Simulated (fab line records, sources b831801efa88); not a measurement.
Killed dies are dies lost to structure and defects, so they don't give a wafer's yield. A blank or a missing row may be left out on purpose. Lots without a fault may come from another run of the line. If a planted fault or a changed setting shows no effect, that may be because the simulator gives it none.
fab line records | flow sky130
record: lots: 4 wafers: 12 last_day: 49
route steps=708 shown METAL2@497 VIA2@507 METAL3@532 CAPM@537 PAD_OPEN@708
lots untouched by any fault: they come from a run of this same line in which no faults occurred
start_h: hours from the record's opening day to when the first of the lot's shown wafers began | wait_h: time in hours since the lot's previous step | " same as the row above | L1.1+2: a single row standing in for several wafers | - no value, or no start given | * or withheld: withheld | < > ~ a bound
route shown NAME@n: names a module that has steps shown in the file, with the first one's number in the route | usual: mean and standard deviation over wafers with no fault | same: alike in all rows | chamber/n: place in a boat | sites: each site's reading | _std_site: how widely they spread, as a standard deviation | _edge_site: mean of outer sites minus mean of inner sites | radius_mm: for every site, how far away it sits from the centre of the wafer | mask NAME#n: copy n | behind: the last tool/chamber to shape the wafer | hold: reason for holding the lot/hours on hold/outcome of the hold | device: which transistor (n, p or np) failed to switch | end of line: the route-end tests of the same wafers | a step with no rows: only its recipe | killed: the dies lost at the first sort to structure and to defects; this is not the yield of the wafer | map: shows each die of a wafer: x if killed, . if not, _ if none is there
set.NAME: the setting the step ran with; set.NAME@STEP: the setting that earlier step ran with | model.NAME: the simulator's own value behind a step, which no gauge read
a table for each step, a row for each wafer; lots at some steps of the route
services: the hour from which a tool's chamber was out of use, counted from the record's first day as start_h (under 0 if before that day), plus the number of hours and why
== steps ==
step: SKY_METAL2_DEVELOP_14
recipe: develop_time_s: 60 resist: KrF-thick dev_temp_c: 21
step: SKY_METAL2_DESCUM_17
recipe: chemistry: O2 source_power_w: 150 bias_power_w: 0 pressure_mtorr: 10 temp_c: 40 time_s: 8
step: SKY_METAL2_ETCH_18
recipe: chemistry: N2/H2 target: BARC ion_energy_ev: 200 bias_w: 100 pressure_mtorr: 30 n2_flow_sccm: 100 h2_flow_sccm: 200 icp_w: 500 stop_on: SiO2 time_s: 45.9 target_depth_a: 600
step: SKY_METAL2_METAL_ETCH_19
recipe: target_depth_a: 3600 stop_on: SiO2 over_etch_frac: 0.3 time_s: 78 chemistry: Cl2/BCl3 resist_sidewall_deg: 88 pressure_mtorr: 10 icp_w: 900 bias_w: 48.5 Cl2_flow_sccm: 60 bcl3_flow_sccm: 30
step: SKY_METAL2_STRIP_20
recipe: chemistry: O2/N2 power_w: 1400 pressure_mtorr: 1500 platen_temp_c: withheld o2_flow_sccm: 3000 n2_flow_sccm: 300 overash_fraction: 0.5
step: SKY_METAL2_STRIP_21
recipe: chemistry: post_etch_residue_remover time_s: 1200 temp_c: 72.5
step: SKY_METAL2_CLEAN_22
recipe: chemistry: IPA time_s: 180 temp_c: 25
step: SKY_METAL2_CLEAN_23
recipe: chemistry: O3/DIW dry: n2_spin
step: SKY_VIA2_HDPCVD_00
recipe: material: SiO2 target_thk_nm: 1180 sigma_open_frac: 0.3 time_s: 196.7 temp_c: 400 sih4_flow_sccm: 60 pressure_mtorr: 6
step: SKY_VIA2_CMP_02
recipe: material: SiO2 down_force_psi: 4 platen_rpm: 60 pad_velocity_m_s: 0.94248
usual: motor_current_A: 12.6/0.81 slurry_filter_dp_kPa: 13.49/0.14
columns lot.wafer tool chamber start_h wait_h motor_current_A slurry_filter_dp_kPa model.SiO2_of_VIA2_HDPCVD_00.thk_nm
L289.3 cmp-01 2 915.66 0.0 13.3 13.54 495
L289.1 " 0 " " 13.7 13.51 493.9
L289.6 " 3 " " 12.8 13.24 494.9
L291.2 cmp-01 0 927.80 0.0 13.9 13.33 369.6
L291.4 " 2 " " 13.0 13.27 495
L291.5 " 1 " " 12.9 13.53 493.6
L292.2 cmp-02 0 943.51 0.0 13.3 13.49 493.5
L292.1 " 2 " " 11.6 13.62 495.6
L292.6 " 0 " " 12.9 13.56 495.1
L293.1 cmp-01 3 951.20 0.1 12.6 13.24 494.5
L293.2 " 0 " " 13.1 13.22 370.6
L293.5 " 3 " " 13.2 13.53 494.7
step: SKY_VIA2_BOW_MEAS_03
recipe: mode: bow
usual: VIA2_BOW: 85/7.1
columns lot.wafer tool chamber start_h wait_h hold VIA2_BOW[um]
L289.1 film_metro-02 - 915.96 0.1 - 74
L289.3 " - " " - 78
L289.6 " - " " - 78
L291.2 film_metro-04 - 928.17 0.3 await_dispo/0.2h/release 91
L291.4 " - " " await_dispo/0.2h/release 87
L291.5 " - " " await_dispo/0.2h/release 87
L291.2 film_metro-04 - 928.62 0.4 - -
L291.4 " - " " - -
L291.5 " - " " - -
L292.1 film_metro-02 - 943.81 0.1 - 86
L292.2 " - " " - 85
L292.6 " - " " - 79
L293.1 film_metro-01 - 951.45 0.2 await_dispo/0.2h/release 90
L293.2 " - " " await_dispo/0.2h/release 82
L293.5 " - " " await_dispo/0.2h/release 80
L293.1 film_metro-01 - 951.74 0.3 - -
L293.2 " - " " - -
L293.5 " - " " - -
step: SKY_VIA2_HMDS_05
recipe: prime_time_s: 60 prime_temp_c: 120
step: SKY_VIA2_COAT_06
recipe: resist: BARC temp_c: withheld time_s: withheld spin_rpm: 3000 resist_thk_nm: 60
step: SKY_VIA2_COAT_07
recipe: resist: KrF-thick spin_rpm: 3000 resist_thk_nm: 450
step: SKY_VIA2_SOFTBAKE_08
recipe: temp_c: 100 time_s: 90 resist: KrF-thick
step: SKY_VIA2_EXPOSE_09
recipe: mask_id: VIM2 na: 0.8 source_shape: annular sigma_inner: 0.55 sigma_outer: 0.85 target_cd_nm: 200 dose_mj: 38
step: SKY_VIA2_PEB_10
recipe: peb_temp_c: withheld peb_time_s: withheld resist: KrF-thick
step: SKY_VIA2_DEVELOP_11
recipe: develop_time_s: 60 resist: KrF-thick dev_temp_c: 21
step: SKY_VIA2_ETCH_14
recipe: chemistry: N2/H2 target: BARC ion_energy_ev: 200 source_w: 500 bias_w: 100 pressure_mtorr: 30 n2_flow_sccm: 100 h2_flow_sccm: 200 stop_on: SiO2 time_s: 45.9 target_depth_a: 600
step: SKY_VIA2_ETCH_15
recipe: target: SiO2 chemistry: C4F8/O2/Ar target_depth_nm: 546 stop_on: TiN mask_material: KrF-thick source_w: 1500 bias_w: 1200 pressure_mtorr: 40 c4f8_flow_sccm: withheld O2_flow_sccm: 6 Ar_flow_sccm: 300 time_s: 84
usual: oes_product_au: 0.939/0.005
columns lot.wafer tool chamber start_h wait_h oes_product_au rf_hours_counter_h model.VIA2.feature_depth_nm model.etch.depth_nm
L289.1 rie_diel-04 1 940.54 0.0 0.936 20 493.9 493.9
L289.3 " 2 " " 0.945 3 495 495
L289.6 " 2 " " 0.940 - 494.9 494.9
L291.2 rie_diel-01 3 953.29 0.0 0.798 5 369.6 369.6
L291.4 " 0 " " 0.936 23 495 495
L291.5 " 1 " " 0.941 - 493.6 493.6
L292.1 rie_diel-03 3 968.34 0.0 0.942 6 495.6 495.6
L292.2 " 0 " " 0.944 13 493.5 493.5
L292.6 " 3 " " 0.947 - 495.1 495.1
L293.1 rie_diel-01 3 976.39 0.0 0.932 5 494.5 494.5
L293.2 " 1 " " 0.795 25 370.6 370.6
L293.5 " 0 " " 0.926 - 494.7 494.7
step: SKY_VIA2_STRIP_16
recipe: chemistry: O2/N2 power_w: 1400 pressure_mtorr: 1500 platen_temp_c: withheld o2_flow_sccm: 3000 n2_flow_sccm: 300 overash_fraction: 0.5
step: SKY_VIA2_STRIP_17
recipe: chemistry: post_etch_residue_remover time_s: 1200 temp_c: 72.5
step: SKY_VIA2_CLEAN_18
recipe: chemistry: IPA time_s: 180 temp_c: 25
step: SKY_VIA2_CLEAN_19
recipe: chemistry: O3/DIW dry: n2_spin
step: SKY_VIA2_SPUTTER_20
recipe: material: TiN target_thk_nm: 20 chamber_pressure_pa: 5 power_w: 4000 time_s: 80
step: SKY_VIA2_CVD_21
recipe: material: W target_thk_nm: 420 time_s: 126.4 temp_c: 400 pressure_torr: 40
step: SKY_VIA2_CMP_24
recipe: stop_on: SiO2 t_overpolish_s: 20 down_force_psi: 3.5 platen_rpm: 60 target_thk_nm: 0 pad_velocity_m_s: 0.94248
step: SKY_METAL3_SPUTTER_00
recipe: material: Ti target_thk_nm: 15 power_w: 3000 time_s: 10 chamber_pressure_pa: 0.4
step: SKY_METAL3_SPUTTER_01
recipe: material: TiN target_thk_nm: 20 power_w: 6500 time_s: 16.7 chamber_pressure_pa: 0.4
step: SKY_METAL3_SPUTTER_02
recipe: material: AlCu target_thk_nm: 735 power_w: 10600 time_s: 39.1 chamber_pressure_pa: 0.4
step: SKY_METAL3_SPUTTER_03
recipe: material: Ti target_thk_nm: 5 power_w: 3000 time_s: 3.3 chamber_pressure_pa: 0.4
step: SKY_METAL3_SPUTTER_04
recipe: material: TiN target_thk_nm: 70 power_w: 6500 time_s: 58.3 chamber_pressure_pa: 0.4
step: SKY_CAPM_CVD_00
recipe: material: SiO2 target_thk_nm: 15.5 temp_c: 400 time_s: withheld rf_w: 450
step: SKY_METAL3_METAL_ETCH_18
recipe: target_depth_a: 8450 stop_on: SiO2 over_etch_frac: 0.3 time_s: 183.1 chemistry: Cl2/BCl3 resist_sidewall_deg: 88 pressure_mtorr: 10 icp_w: 900 bias_w: 48.5 Cl2_flow_sccm: 60 bcl3_flow_sccm: 30
usual: drypump_motor_current_A: 5.9/0.48 he_backside_leak_sccm: 3.3/0.33 oes_product_au: 0.864/0.0064 throttle_valve_pct: 22.264/0.0084
columns lot.wafer tool chamber start_h wait_h drypump_motor_current_A he_backside_leak_sccm oes_product_au rf_hours_counter_h throttle_valve_pct model.SiO2_of_VIA2_HDPCVD_00.thk_nm
L289.1 rie_metal-04 1 991.66 0.0 5.6 3.6 0.872 10 22.273 463.8
L289.3 " 0 " " 6.8 3.3 0.874 - 22.267 465.4
L289.6 " 0 " " 6.8 3.4 0.864 - 22.268 465.1
L291.2 rie_metal-01 1 1003.30 0.0 5.6 3.0 0.860 5 22.258 340.1
L291.4 " 1 " " 5.6 3.1 0.862 - 22.268 465.4
L291.5 " 1 " " 5.6 3.0 0.860 - 22.277 464
L292.1 rie_metal-01 0 1016.89 0.0 6.1 3.1 0.863 13 22.255 466.9
L292.2 " 1 " " 5.6 3.0 0.868 6 22.256 463.6
L292.6 " 0 " " 6.1 3.1 0.862 - 22.249 466.2
L293.1 rie_metal-04 1 1025.34 0.0 5.6 3.4 0.859 12 22.249 464.5
L293.2 " 0 " " 6.7 3.6 0.867 9 22.262 341.3
L293.5 " 0 " " 6.7 3.6 0.858 - 22.259 465.5
step: SKY_PAD_OPEN_PROBE_99
usual: defect_limited_yield: 82.5/2 killed_at_M0_to_M3: 43/6.8 killed_at_M4_up: 3.3/2.1 killed_at_contacts: 24/5 killed_at_front_end: 15/4.4 killed_at_other: 0.3/0.57 killed_dies: 86/9.7 killed_open: 47/7.3 killed_short: 39/6.1 sort_bin_3_pad_short: 0.8/0.38 sort_bin_5_function: 10.5/1.5 sort_bin_6_memory: 6.2/1.1 sort_n_pass: 406/9.7 sort_yield_pct: 82.5/2
same: gross_dies: 492 killed_at_back_side: 0 sort_bin_4_leakage[%]: 0 sort_bin_8_speed[%]: 0
columns lot.wafer tool chamber start_h wait_h defect_limited_yield[%] killed_at_M0_to_M3 killed_at_M4_up killed_at_contacts killed_at_front_end killed_at_other killed_dies killed_open killed_short sort_bin_3_pad_short[%] sort_bin_5_function[%] sort_bin_6_memory[%] sort_n_pass sort_yield_pct[%]
L289.1 prober-02 - 1150.95 0.1 79.5 44 7 23 27 0 101 56 45 0.8 12.6 7.1 391 79.5
L289.3 prober-02 - 1151.05 0.2 81.7 45 1 28 15 1 90 47 43 0.8 10.4 7.1 402 81.7
L289.6 prober-02 - 1151.20 0.2 84.1 38 6 21 13 0 78 43 35 0.8 10.6 4.5 414 84.1
L291.2 prober-02 - 1157.37 0.1 80.1 46 3 29 20 0 98 51 45 0.8 11.6 7.5 394 80.1
L291.4 prober-02 - 1157.47 0.2 81.1 38 5 34 16 0 93 55 37 0.6 12.0 6.3 399 81.1
L291.5 prober-02 - 1157.52 0.2 83.3 39 1 29 13 0 82 46 36 0.4 10.8 5.5 410 83.3
L292.1 prober-01 - 1169.18 0.1 83.7 49 2 15 14 0 80 43 37 0.4 9.1 6.7 412 83.7
L292.2 prober-01 - 1169.23 0.1 83.1 51 1 23 7 1 83 51 31 0.8 9.3 6.7 409 83.1
L292.6 prober-01 - 1169.43 0.2 82.9 46 2 19 17 0 84 52 32 0.8 10.8 5.5 408 82.9
L293.1 prober-02 - 1175.36 0.1 81.5 49 2 30 10 0 91 53 38 0.6 12.8 5.1 401 81.5
L293.2 prober-02 - 1175.41 0.1 83.7 39 5 20 16 0 80 42 38 0.8 9.1 6.3 412 83.7
L293.5 prober-02 - 1175.56 0.2 79.3 57 3 22 20 0 102 54 48 1.2 12.8 6.7 390 79.3
killed by level:class
L289.1 CONTACT:geometric_particle:open=12 POLY_GATE:geometric_particle:open=9 FIELD_ISO:geometric_particle:open=7 METAL4:geometric_particle:short=7 VIA1:geometric_particle:open=7 FIELD_ISO:geometric_particle:short=6 METAL1:geometric_particle:short=6 METAL2:geometric_particle:short=6
L289.3 CONTACT:geometric_particle:open=10 METAL2:geometric_particle:short=8 LI_CONTACT:geometric_particle:open=8 VIA3:geometric_particle:open=8 VIA1:geometric_particle:short=7 VIA1:geometric_particle:open=7 LOCAL_INTERCONNECT:geometric_particle:short=5 METAL1:geometric_particle:short=4
L289.6 VIA2:geometric_particle:open=10 CONTACT:geometric_particle:open=9 VIA1:geometric_particle:open=6 FIELD_ISO:geometric_particle:open=5 LI_CONTACT:geometric_particle:open=5 METAL1:geometric_particle:short=4 VIA3:geometric_particle:short=4 POLY_GATE:geometric_particle:open=3
L291.2 CONTACT:geometric_particle:open=11 VIA1:geometric_particle:short=10 VIA1:geometric_particle:open=8 LI_CONTACT:geometric_particle:open=8 VIA2:geometric_particle:open=7 FIELD_ISO:geometric_particle:open=6 CONTACT:geometric_particle:short=5 FIELD_ISO:geometric_particle:short=4
L291.4 LI_CONTACT:geometric_particle:open=11 VIA1:geometric_particle:open=11 CONTACT:geometric_particle:open=10 VIA1:geometric_particle:short=6 VIA3:geometric_particle:open=6 POLY_GATE:geometric_particle:open=5 METAL2:geometric_particle:short=5 VIA2:geometric_particle:open=5
L291.5 VIA1:geometric_particle:open=12 CONTACT:geometric_particle:short=8 LI_CONTACT:geometric_particle:open=6 CONTACT:geometric_particle:open=6 VIA1:geometric_particle:short=6 FIELD_ISO:geometric_particle:short=4 LOCAL_INTERCONNECT:geometric_particle:open=4 VIA2:geometric_particle:open=4
L292.1 VIA2:geometric_particle:open=10 VIA1:geometric_particle:open=8 METAL1:geometric_particle:short=6 VIA1:geometric_particle:short=6 VIA3:geometric_particle:open=6 LI_CONTACT:geometric_particle:open=5 CONTACT:geometric_particle:open=5 METAL2:geometric_particle:short=5
L292.2 VIA1:geometric_particle:open=16 CONTACT:geometric_particle:open=11 VIA2:geometric_particle:open=8 VIA1:geometric_particle:short=7 METAL2:geometric_particle:short=6 CONTACT:geometric_particle:short=5 VIA3:geometric_particle:open=5 LI_CONTACT:geometric_particle:open=4
L292.6 VIA1:geometric_particle:open=14 CONTACT:geometric_particle:open=10 POLY_GATE:geometric_particle:open=7 VIA1:geometric_particle:short=7 VIA3:geometric_particle:open=7 METAL1:geometric_particle:short=5 FIELD_ISO:geometric_particle:short=3 LI_CONTACT:geometric_particle:open=3
L293.1 VIA1:geometric_particle:open=15 VIA3:geometric_particle:open=11 LI_CONTACT:geometric_particle:open=8 CONTACT:geometric_particle:open=7 VIA3:geometric_particle:short=7 CONTACT:geometric_particle:short=6 LOCAL_INTERCONNECT:geometric_particle:short=5 POLY_GATE:geometric_particle:short=3
L293.2 FIELD_ISO:geometric_particle:open=7 VIA3:geometric_particle:open=7 CONTACT:geometric_particle:open=6 METAL3:geometric_particle:short=5 LI_CONTACT:geometric_particle:open=5 VIA1:geometric_particle:open=5 VIA1:geometric_particle:short=5 POLY_GATE:geometric_particle:open=4
L293.5 VIA1:geometric_particle:open=11 VIA3:geometric_particle:open=10 METAL1:geometric_particle:short=9 VIA2:geometric_particle:open=9 METAL2:geometric_particle:short=6 LI_CONTACT:geometric_particle:open=5 CONTACT:geometric_particle:open=5 VIA1:geometric_particle:short=5
== services ==
columns tool chamber start_h hours kind
cmp-01 - 892.58 1.4 repair
rie_diel-04 - 910.03 2.8 pm
cmp-02 - 912.00 4.0 pm
cmp-02 - 916.00 - consumable_replace:conditioner
cmp-02 - 916.00 - consumable_replace:pad
rie_metal-04 - 951.85 13.3 repair
cmp-01 - 963.02 4.9 repair
rie_diel-04 2 1010.64 4.4 repair
== key ==
first_sign: step: SKY_VIA2_BOW_MEAS_03 reading: visit direction: added
effect: step: SKY_VIA2_ETCH_15 reading: oes_product_au direction: down sigmas: 29 usual: 0.939 struck: 0.796
model_effect: step: SKY_VIA2_CMP_02 value: SiO2_of_VIA2_HDPCVD_00.thk_nm without: 493.9 struck: 370.1
model_effect: step: SKY_VIA2_ETCH_15 value: VIA2.feature_depth_nm without: 493.9 struck: 370.1
model_effect: step: SKY_METAL3_METAL_ETCH_18 value: SiO2_of_VIA2_HDPCVD_00.thk_nm without: 464.5 struck: 340.7
met_at SKY_VIA2_CMP_02
struck_wafers L291.2,L293.2
onset_between 915.66 927.80
fault: kind: process_parameter_drift tool: cmp-01 chamber: 0 onset_h: 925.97 steps: SKY_VIA2_CMP_02 channel: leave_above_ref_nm offset: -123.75 shape: step end_h: 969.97 acts_in: these_recipes_only stated: 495
